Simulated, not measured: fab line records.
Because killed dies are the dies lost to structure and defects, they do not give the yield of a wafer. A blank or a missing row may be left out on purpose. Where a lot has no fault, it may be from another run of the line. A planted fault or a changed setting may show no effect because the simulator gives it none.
fab line records ; flow sky130
record lots=6; wafers=18; last-day=49
route steps=708 shown VIA1@472 METAL2@483 PAD_OPEN@708
lots untouched by any fault: they come from a run of this same line in which no faults occurred
start-h: the number of hours between the record's first day and the start of the first shown wafer of the lot ; wait-h: hours from the lot's prior step to this one ; " unchanged from the row above ; L1.1+2: several wafers, shown together as one row ; - either no value or no given start ; * or withheld: withheld ; < > ~ a bound
route shown NAME@n: a module of which the file shows steps, and the number in the route of the first ; usual: mean/standard deviation taken from wafers without a fault ; same: alike in all rows ; chamber/n: place in a boat ; sites: the reading at each site ; _std_site: standard deviation across them ; _edge_site: inner sites' mean taken away from outer sites' mean ; radius-mm: how far each site lies from the wafer's centre ; mask NAME#n: copy n ; behind: the last tool/chamber to shape the wafer ; hold: cause of the lot's hold/its duration in hours/its outcome ; device: the transistor (n, p or np) that didn't switch ; end of line: tests of these same wafers at the route's end ; where a step has no rows: the recipe by itself ; killed: count of dies lost to structure and defects at first sort (not the wafer's yield) ; map: per-die view of a wafer (x killed, . not killed, _ where there is no die)
set.NAME: the run value of the setting; set.NAME@STEP: its run value at that earlier step ; model.NAME: the simulator's own value behind a step, which no gauge read
lots at selected steps of the route; one table per step, one row per wafer
services: from which hour (start-h, from the record's first day; less than 0 if before it) a tool's chamber was out of use, for how many hours, and why
## steps
# step SKY_VIA1_ETCH_14
# recipe chemistry=N2/H2; target=BARC; ion-energy-ev=200; source-w=500; bias-w=100; pressure-mtorr=30; n2-flow-sccm=100; h2-flow-sccm=200; stop-on=SiO2; time-s=45.9; target-depth-a=600
# usual drypump-motor-current-A=6.0/0.47; n2-flow-sccm=100.04/0.29; oes-product-au=0.854/0.0047; throttle-valve-pct=13.224/0.0093
lot.wafer;tool;chamber;start-h;wait-h;drypump-motor-current-A;n2-flow-sccm;oes-product-au;rf-hours-counter-h;throttle-valve-pct
L412.1;rie-diel-03;2;841.77;0.0;6.7;99.80;0.853;21;13.219
L412.3;rie-diel-03;0;841.77;0.0;5.2;99.87;0.856;14;13.225
L412.5;rie-diel-03;2;841.77;0.0;6.7;99.78;0.858;-;13.234
L419.3;rie-diel-04;0;886.40;0.0;5.9;99.89;0.854;13;13.233
L419.5;rie-diel-04;1;886.40;0.0;6.2;99.86;0.854;-;13.228
L419.6;rie-diel-04;0;886.40;0.0;5.9;99.92;0.851;-;13.221
L423.2;rie-diel-04;3;912.18;0.0;6.3;100.65;0.852;10;13.232
L423.4;rie-diel-04;3;912.18;0.0;6.3;100.24;0.861;-;13.222
L423.5;rie-diel-04;2;912.18;0.0;6.2;100.04;0.855;-;13.230
L424.1;rie-diel-04;1;919.94;0.0;6.2;99.84;0.856;11;13.222
L424.5;rie-diel-04;3;919.94;0.0;6.3;100.12;0.856;-;13.229
L424.6;rie-diel-04;2;919.94;0.0;6.2;100.36;0.849;-;13.214
L425.3;rie-diel-01;3;926.32;0.0;5.4;99.78;0.857;15;13.227
L425.4;rie-diel-01;2;926.32;0.0;5.7;99.96;0.853;10;13.235
L425.5;rie-diel-01;1;926.32;0.0;5.7;100.32;0.853;-;13.223
L426.1;rie-diel-03;0;927.13;0.0;5.3;99.75;0.854;17;13.217
L426.3;rie-diel-03;3;927.13;0.0;5.2;99.99;0.859;14;13.218
L426.6;rie-diel-03;1;927.13;0.0;6.5;99.93;0.845;-;13.209
# step SKY_VIA1_ETCH_15
# recipe target=SiO2; chemistry=C4F8/O2/Ar; target-depth-nm=351; stop-on=TiN; mask-material=KrF-thick; source-w=1500; bias-w=1200; pressure-mtorr=40; c4f8-flow-sccm=withheld; O2_flow_sccm=6; Ar_flow_sccm=300; time-s=54
# usual oes-product-au=0.980/0.0056
lot.wafer;tool;chamber;start-h;wait-h;oes-product-au;rf-hours-counter-h
L412.1;rie-diel-03;2;841.82;0.0;0.974;21
L412.3;rie-diel-03;0;841.82;0.0;0.980;14
L412.5;rie-diel-03;2;841.82;0.0;0.965;-
L419.3;rie-diel-04;0;886.45;0.0;0.972;13
L419.5;rie-diel-04;1;886.45;0.0;0.976;-
L419.6;rie-diel-04;0;886.45;0.0;0.977;-
L423.2;rie-diel-04;3;912.22;0.0;0.979;10
L423.4;rie-diel-04;3;912.22;0.0;0.981;-
L423.5;rie-diel-04;2;912.22;0.0;0.989;-
L424.1;rie-diel-04;1;919.98;0.0;0.986;11
L424.5;rie-diel-04;3;919.98;0.0;0.981;-
L424.6;rie-diel-04;2;919.98;0.0;0.977;-
L425.3;rie-diel-01;3;926.37;0.0;0.985;15
L425.4;rie-diel-01;2;926.37;0.0;0.977;10
L425.5;rie-diel-01;1;926.37;0.0;0.982;-
L426.1;rie-diel-03;0;927.17;0.0;0.978;17
L426.3;rie-diel-03;3;927.17;0.0;0.984;14
L426.6;rie-diel-03;1;927.17;0.0;0.974;-
# step SKY_VIA1_STRIP_16
# recipe chemistry=O2/N2; power-w=1400; pressure-mtorr=1500; platen-temp-c=withheld; o2-flow-sccm=3000; n2-flow-sccm=300; overash-fraction=0.5
# usual drypump-motor-current-A=5.6/0.35; n2-flow-sccm=299.9/0.97; oes-product-au=0.416/0.0047; strip-time-to-endpoint-s=4.463/0.019
lot.wafer;tool;chamber;start-h;wait-h;drypump-motor-current-A;n2-flow-sccm;oes-product-au;rf-hours-counter-h;strip-time-to-endpoint-s
L412.1;plasma-asher-01;1;841.86;0.0;6.1;299.9;0.415;40;4.457
L412.3;plasma-asher-01;0;841.86;0.0;5.5;300.5;0.415;-;4.449
L412.5;plasma-asher-01;1;841.86;0.0;6.1;299.5;0.405;-;4.481
L419.3;plasma-asher-04;1;886.53;0.1;5.3;300.2;0.411;-;4.473
L419.5;plasma-asher-04;1;886.53;0.1;5.3;299.6;0.419;-;4.490
L419.6;plasma-asher-04;0;886.53;0.1;5.6;299.5;0.421;-;4.500
L423.2;plasma-asher-01;0;912.27;0.0;5.5;301.1;0.419;48;4.479
L423.4;plasma-asher-01;1;912.27;0.0;6.1;298.7;0.414;-;4.475
L423.5;plasma-asher-01;1;912.27;0.0;6.1;300.1;0.421;-;4.440
L424.1;plasma-asher-04;1;920.03;0.0;5.4;300.1;0.410;18;4.459
L424.5;plasma-asher-04;0;920.03;0.0;5.6;299.8;0.420;-;4.451
L424.6;plasma-asher-04;1;920.03;0.0;5.3;300.5;0.409;-;4.444
L425.3;plasma-asher-01;0;926.45;0.1;5.5;299.5;0.415;-;4.486
L425.4;plasma-asher-01;1;926.45;0.1;6.1;299.3;0.410;-;4.466
L425.5;plasma-asher-01;0;926.45;0.1;5.5;299.2;0.415;-;4.479
L426.1;plasma-asher-02;0;927.22;0.0;6.0;299.1;0.415;77;4.481
L426.3;plasma-asher-02;0;927.22;0.0;6.0;300.3;0.426;-;4.451
L426.6;plasma-asher-02;0;927.22;0.0;6.0;298.9;0.416;-;4.471
# step SKY_VIA1_STRIP_17
# recipe chemistry=post-etch-residue-remover; time-s=1200; temp-c=72.5
# step SKY_VIA1_CLEAN_18
# recipe chemistry=IPA; time-s=180; temp-c=25
# step SKY_VIA1_CLEAN_19
# recipe chemistry=O3/DIW; dry=n2-spin
# step SKY_VIA1_SPUTTER_20
# recipe material=TiN; target-thk-nm=20; chamber-pressure-pa=5; power-w=4000; time-s=80
# step SKY_VIA1_CVD_21
# recipe material=W; target-thk-nm=270; time-s=80.902; temp-c=400; pressure-torr=40
# usual chamber-pressure-Torr=40.01/0.082; heater-power-w=827/96
lot.wafer;tool;chamber;start-h;wait-h;chamber-pressure-Torr;heater-power-w
L412.1;cvd-w-01;1;842.86;0.0;39.89;920
L412.3;cvd-w-01;0;842.86;0.0;39.96;794
L412.5;cvd-w-01;0;842.86;0.0;39.93;794
L419.3;cvd-w-02;1;887.18;0.1;40.10;732
L419.5;cvd-w-02;1;887.18;0.1;40.04;739
L419.6;cvd-w-02;0;887.18;0.1;39.95;967
L423.2;cvd-w-01;1;912.92;0.0;39.98;880
L423.4;cvd-w-01;1;912.92;0.0;39.99;892
L423.5;cvd-w-01;1;912.92;0.0;40.03;874
L424.1;cvd-w-01;0;920.72;0.0;40.07;770
L424.5;cvd-w-01;0;920.72;0.0;39.95;780
L424.6;cvd-w-01;0;920.72;0.0;40.01;801
L425.3;cvd-w-01;0;927.13;0.1;39.98;784
L425.4;cvd-w-01;0;927.13;0.1;40.00;781
L425.5;cvd-w-01;0;927.13;0.1;40.02;770
L426.1;cvd-w-02;0;927.88;0.0;39.80;872
L426.3;cvd-w-02;1;927.88;0.0;40.05;648
L426.6;cvd-w-02;1;927.88;0.0;40.05;644
# step SKY_VIA1_RS_MEAS_22
# recipe thk-meas-gauge=four-point-probe; reads=W_of_VIA1_CVD_21+TiN_of_VIA1_SPUTTER_20
# usual VIA1_W_RS=0.426/0.0041
lot.wafer;tool;chamber;start-h;wait-h;VIA1_W_RS[ohm/sq]
L412.1;film-metro-03;-;842.95;0.1;0.425
L412.3;film-metro-03;-;842.95;0.1;0.423
L412.5;film-metro-03;-;842.95;0.1;0.423
L419.3;film-metro-02;-;887.28;0.1;0.424
L419.5;film-metro-02;-;887.28;0.1;0.418
L419.6;film-metro-02;-;887.28;0.1;0.426
L423.2;film-metro-01;-;913.03;0.1;0.424
L423.4;film-metro-01;-;913.03;0.1;0.423
L423.5;film-metro-01;-;913.03;0.1;0.425
L424.1;film-metro-03;-;920.90;0.2;0.428
L424.5;film-metro-03;-;920.90;0.2;0.426
L424.6;film-metro-03;-;920.90;0.2;0.430
L425.3;film-metro-01;-;927.30;0.1;0.431
L425.4;film-metro-01;-;927.30;0.1;0.428
L425.5;film-metro-01;-;927.30;0.1;0.427
L426.1;film-metro-02;-;927.98;0.1;0.428
L426.3;film-metro-02;-;927.98;0.1;0.430
L426.6;film-metro-02;-;927.98;0.1;0.428
# step SKY_VIA1_THK_MEAS_23
# recipe thk-meas-gauge=xrf; reads=W_of_VIA1_CVD_21
# usual VIA1_W_THK=266/3.3
lot.wafer;tool;chamber;start-h;wait-h;VIA1_W_THK[nm]
L412.1;film-metro-03;-;843.07;0.1;266
L412.3;film-metro-03;-;843.07;0.1;269
L412.5;film-metro-03;-;843.07;0.1;266
L419.3;film-metro-02;-;887.38;0.1;263
L419.5;film-metro-02;-;887.38;0.1;265
L419.6;film-metro-02;-;887.38;0.1;262
L423.2;film-metro-01;-;913.14;0.1;268
L423.4;film-metro-01;-;913.14;0.1;271
L423.5;film-metro-01;-;913.14;0.1;267
L424.1;film-metro-03;-;921.02;0.1;266
L424.5;film-metro-03;-;921.02;0.1;267
L424.6;film-metro-03;-;921.02;0.1;265
L425.3;film-metro-01;-;927.40;0.1;263
L425.4;film-metro-01;-;927.40;0.1;266
L425.5;film-metro-01;-;927.40;0.1;266
L426.1;film-metro-02;-;928.10;0.1;262
L426.3;film-metro-02;-;928.10;0.1;261
L426.6;film-metro-02;-;928.10;0.1;260
# step SKY_VIA1_CMP_24
# recipe stop-on=SiO2; t-overpolish-s=15; down-force-psi=3.5; platen-rpm=60; target-thk-nm=0; pad-velocity-m-s=0.94248
# step SKY_METAL2_SPUTTER_00
# recipe material=Ti; target-thk-nm=15; power-w=3000; time-s=10; chamber-pressure-pa=0.4
# usual cathode-dc-power-W=3000.0/0.55; throttle-valve-pct=29.8/1
lot.wafer;tool;chamber;start-h;wait-h;cathode-dc-power-W;throttle-valve-pct
L412.1;pvd-sputter-01;-;843.43;0.2;3000.6;30.5
L412.3;pvd-sputter-01;-;843.43;0.2;2999.6;28.8
L412.5;pvd-sputter-01;-;843.43;0.2;3000.3;28.7
L419.3;pvd-sputter-02;-;888.14;0.2;2999.9;29.2
L419.5;pvd-sputter-02;-;888.14;0.2;2999.8;29.3
L419.6;pvd-sputter-02;-;888.14;0.2;2999.7;31.0
L423.2;pvd-sputter-02;-;913.49;0.1;3000.2;30.5
L423.4;pvd-sputter-02;-;913.49;0.1;3000.4;29.2
L423.5;pvd-sputter-02;-;913.49;0.1;3000.0;28.1
L424.1;pvd-sputter-04;-;921.38;0.1;2999.7;31.5
L424.5;pvd-sputter-04;-;921.38;0.1;3000.9;31.3
L424.6;pvd-sputter-04;-;921.38;0.1;3000.2;29.7
L425.3;pvd-sputter-02;-;927.74;0.1;3000.2;29.1
L425.4;pvd-sputter-02;-;927.74;0.1;3000.1;30.8
L425.5;pvd-sputter-02;-;927.74;0.1;3000.7;28.2
L426.1;pvd-sputter-01;-;928.46;0.1;2999.6;31.1
L426.3;pvd-sputter-01;-;928.46;0.1;3000.7;28.9
L426.6;pvd-sputter-01;-;928.46;0.1;3000.0;28.8
# step SKY_METAL2_SPUTTER_01
# recipe material=TiN; target-thk-nm=20; power-w=6500; time-s=16.7; chamber-pressure-pa=0.4
# usual cathode-dc-power-W=6500.1/1.2; throttle-valve-pct=29.8/1
lot.wafer;tool;chamber;start-h;wait-h;cathode-dc-power-W;throttle-valve-pct;model.TiN_of_METAL2_SPUTTER_01.thk-nm
L412.1;pvd-sputter-01;-;843.45;0.0;6499.4;30.8;20.01
L412.3;pvd-sputter-01;-;843.45;0.0;6497.8;28.9;20.06
L412.5;pvd-sputter-01;-;843.45;0.0;6498.5;28.7;20.03
L419.3;pvd-sputter-02;-;888.16;0.0;6499.5;29.4;19.95
L419.5;pvd-sputter-02;-;888.16;0.0;6499.7;29.3;19.86
L419.6;pvd-sputter-02;-;888.16;0.0;6498.5;30.4;20.1
L423.2;pvd-sputter-02;-;913.51;0.0;6501.2;30.5;20.01
L423.4;pvd-sputter-02;-;913.51;0.0;6499.2;29.2;19.85
L423.5;pvd-sputter-02;-;913.51;0.0;7798.1;28.3;23.87
L424.1;pvd-sputter-04;-;921.40;0.0;6498.9;31.2;19.75
L424.5;pvd-sputter-04;-;921.40;0.0;6498.1;31.1;19.78
L424.6;pvd-sputter-04;-;921.40;0.0;6501.1;29.6;19.73
L425.3;pvd-sputter-02;-;927.76;0.0;6498.9;29.1;19.7
L425.4;pvd-sputter-02;-;927.76;0.0;6501.0;30.7;20.01
L425.5;pvd-sputter-02;-;927.76;0.0;7798.5;28.4;23.79
L426.1;pvd-sputter-01;-;928.48;0.0;6500.8;31.1;20.12
L426.3;pvd-sputter-01;-;928.48;0.0;6500.7;28.7;19.96
L426.6;pvd-sputter-01;-;928.48;0.0;6501.9;28.9;20
# step SKY_METAL2_SPUTTER_02
# recipe material=AlCu; target-thk-nm=250; power-w=10600; time-s=13.3; chamber-pressure-pa=0.4
# step SKY_PAD_OPEN_PROBE_99
# usual defect-limited-yield=82.5/2; killed_at_M0_to_M3=44/6.9; killed_at_M4_up=3.1/1.7; killed-at-contacts=25/5.6; killed-at-front-end=14/4.3; killed-at-other=0.3/0.51; killed-dies=86/9.8; killed-open=47/6.5; killed-short=39/6.6; sort_bin_3_pad_short=0.8/0.46; sort_bin_5_function=10.3/1.5; sort_bin_6_memory=6.4/1; sort-n-pass=406/9.8; sort-yield-pct=82.5/2
# same gross-dies=492; killed-at-back-side=0; sort_bin_4_leakage[%]=0; sort_bin_8_speed[%]=0
lot.wafer;tool;chamber;start-h;wait-h;defect-limited-yield[%];killed_at_M0_to_M3;killed_at_M4_up;killed-at-contacts;killed-at-front-end;killed-at-other;killed-dies;killed-open;killed-short;sort_bin_3_pad_short[%];sort_bin_5_function[%];sort_bin_6_memory[%];sort-n-pass;sort-yield-pct[%]
L412.1;prober-02;-;1120.67;0.1;79.9;51;2;32;14;0;99;50;49;1.6;11.6;6.9;393;79.9
L412.3;prober-02;-;1120.77;0.2;83.7;41;4;19;16;0;80;48;32;1.4;9.8;5.1;412;83.7
L412.5;prober-02;-;1120.87;0.2;82.9;47;6;18;13;0;84;46;38;0.8;10.6;5.7;408;82.9
L424.1;prober-01;-;1177.64;0.1;82.7;45;3;22;15;0;85;50;35;0.4;10.8;6.1;407;82.7
L424.5;prober-01;-;1177.84;0.2;86.2;27;5;21;14;1;68;43;25;0.8;8.3;4.7;424;86.2
L424.6;prober-01;-;1177.89;0.2;82.5;36;3;29;17;1;86;43;43;1.6;9.8;6.1;406;82.5
L425.3;prober-02;-;1181.87;0.2;81.3;43;2;34;13;0;92;52;40;0.8;11.6;6.3;400;81.3
L425.4;prober-02;-;1181.92;0.2;81.9;45;6;22;16;0;89;45;44;0.6;10.0;7.5;403;81.9
L425.5;prober-02;-;1181.97;0.2;83.3;47;6;16;13;0;82;42;40;1.0;7.7;7.9;410;83.3
# killed by level:class
L412.1 VIA1:geometric-particle:open=11 LI_CONTACT:geometric-particle:open=11 METAL1:geometric-particle:short=8 VIA3:geometric-particle:open=8 CONTACT:geometric-particle:open=7 VIA1:geometric-particle:short=7 METAL2:geometric-particle:short=6 LOCAL_INTERCONNECT:geometric-particle:short=6
L412.3 CONTACT:geometric-particle:open=11 VIA1:geometric-particle:open=11 METAL2:geometric-particle:short=9 POLY_GATE:geometric-particle:short=6 LI_CONTACT:geometric-particle:open=6 VIA1:geometric-particle:short=5 SPACER:geometric-particle:open=5 METAL2:geometric-particle:open=5
L412.5 METAL1:geometric-particle:short=9 LI_CONTACT:geometric-particle:open=8 METAL1:geometric-particle:open=7 CONTACT:geometric-particle:open=6 VIA1:geometric-particle:open=6 POLY_GATE:geometric-particle:short=5 VIA1:geometric-particle:short=5 METAL2:geometric-particle:short=5
L424.1 VIA1:geometric-particle:open=14 CONTACT:geometric-particle:open=11 VIA3:geometric-particle:open=7 METAL2:geometric-particle:short=7 VIA1:geometric-particle:short=5 FIELD_ISO:geometric-particle:short=4 FIELD_ISO:geometric-particle:open=4 LI_CONTACT:geometric-particle:open=3
L424.5 CONTACT:geometric-particle:open=10 METAL1:geometric-particle:short=7 VIA1:geometric-particle:open=7 FIELD_ISO:geometric-particle:open=6 LI_CONTACT:geometric-particle:open=5 VIA3:geometric-particle:open=5 LI_CONTACT:geometric-particle:short=4 FIELD_ISO:geometric-particle:short=3
L424.6 CONTACT:geometric-particle:open=9 VIA1:geometric-particle:short=9 VIA1:geometric-particle:open=8 FIELD_ISO:geometric-particle:short=7 CONTACT:geometric-particle:short=7 VIA2:geometric-particle:open=7 LI_CONTACT:geometric-particle:short=5 METAL1:geometric-particle:short=5
L425.3 CONTACT:geometric-particle:open=14 VIA1:geometric-particle:open=10 VIA2:geometric-particle:open=9 LI_CONTACT:geometric-particle:short=6 LOCAL_INTERCONNECT:geometric-particle:short=5 METAL2:geometric-particle:short=5 VIA3:geometric-particle:open=4 CONTACT:geometric-particle:short=4
L425.4 VIA1:geometric-particle:open=10 FIELD_ISO:geometric-particle:open=7 VIA1:geometric-particle:short=7 CONTACT:geometric-particle:open=6 POLY_GATE:geometric-particle:short=5 LI_CONTACT:geometric-particle:open=5 METAL1:geometric-particle:short=5 VIA2:geometric-particle:short=5
L425.5 VIA1:geometric-particle:open=10 VIA2:geometric-particle:open=6 VIA3:geometric-particle:open=6 METAL4:geometric-particle:short=6 CONTACT:geometric-particle:short=5 METAL1:geometric-particle:short=5 METAL2:geometric-particle:short=5 METAL3:geometric-particle:short=5
## services
tool;chamber;start-h;hours;kind
rie-diel-01;0;818.89;15.4;repair
rie-diel-04;-;839.73;15.6;pm
cvd-w-02;-;847.14;2.8;pm
rie-diel-03;-;867.03;2.8;pm
rie-diel-04;0;873.22;8.3;repair
plasma-asher-02;-;875.73;13.8;pm
cvd-w-02;-;881.41;0.8;repair
pvd-sputter-02;0;893.82;-;consumable-replace:kit
pvd-sputter-02;0;893.82;18.0;scheduled-down
pvd-sputter-02;0;893.82;18.0;vent-cycle
cvd-w-02;0;898.51;8.1;repair
pvd-sputter-02;-;902.46;4.6;repair
cvd-w-02;-;904.00;14.0;pm
cvd-w-02;0;904.00;14.0;vent-cycle
cvd-w-02;1;904.00;14.0;vent-cycle
pvd-sputter-01;-;906.44;0.7;repair
rie-diel-01;-;907.35;0.4;repair
rie-diel-04;1;908.99;4.2;repair
cvd-w-01;1;914.92;19.2;repair
cvd-w-02;0;918.00;-;clean
cvd-w-02;1;918.00;-;clean
## key
first-sign step=SKY_METAL2_SPUTTER_01; reading=cathode-dc-power-W; direction=up; sigmas=99+; usual=6500.1; struck=7798.3
effect none on later readings
model-effect step=SKY_METAL2_SPUTTER_01; value=TiN_of_METAL2_SPUTTER_01.thk-nm; without=19.84; struck=23.83
met-at SKY_METAL2_SPUTTER_01
struck-wafers L423.5,L425.5
fault kind=process-parameter-drift; tool=pvd-sputter-02; chamber=-; onset-h=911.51; steps=SKY_METAL2_SPUTTER_01; channel=power-w; offset=*; shape=step; end-h=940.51; acts-in=*; stated=*; scope=struck-wafers-only
